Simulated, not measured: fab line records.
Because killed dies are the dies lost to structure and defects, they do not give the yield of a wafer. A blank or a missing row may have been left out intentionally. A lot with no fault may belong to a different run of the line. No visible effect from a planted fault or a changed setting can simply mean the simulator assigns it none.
Which tool was responsible? | flow sky130 | at 1 step of a route of 708, 6 lots with 18 wafers sampled

== WHAT THE GAUGES SHOWED, per wafer ==
SKY_VIA3_BOW_MEAS_03.
lot  | measured     | on            | VIA3_BOW (um)
L605 | day 39 02:46 | film_metro-03 | 77 60 77
L607 | day 39 21:41 | film_metro-03 | 86 74 74
L609 | day 40 01:10 | film_metro-03 | 74 79 77
L616 | day 42 05:37 | film_metro-02 | 65 63 80
L621 | day 43 10:40 | film_metro-04 | 78 81 84
L626 | day 44 22:39 | film_metro-04 | 59 74 77

== WHAT TOOL EACH LOT RAN ON (gives the tool, then ch and the chambers of the sampled wafers, and finally the start) ==
Record: no process step prior to these readings.

== THE ANSWER, worked out from the rows above alone ==
Rule: what is usual is taken from the lots themselves. Put in order of their means at a reading, lots are off if they are a third of the lots or fewer, leave a main group of 4 or more, and stand apart from it by a gap of 3 or more times the standard deviation of the main group's means; of several such gaps the widest counts. The tables above print the reading to a certain number of digits; a main group whose means all agree to those digits is not used. A lot without any number at a reading at which 4 lots or more have one is off too. All remaining lots with rows at the step are treated as sound.
None of the lots is off at any reading shown; this tells nothing.

== WHAT THE SIMULATOR PUT IN ==
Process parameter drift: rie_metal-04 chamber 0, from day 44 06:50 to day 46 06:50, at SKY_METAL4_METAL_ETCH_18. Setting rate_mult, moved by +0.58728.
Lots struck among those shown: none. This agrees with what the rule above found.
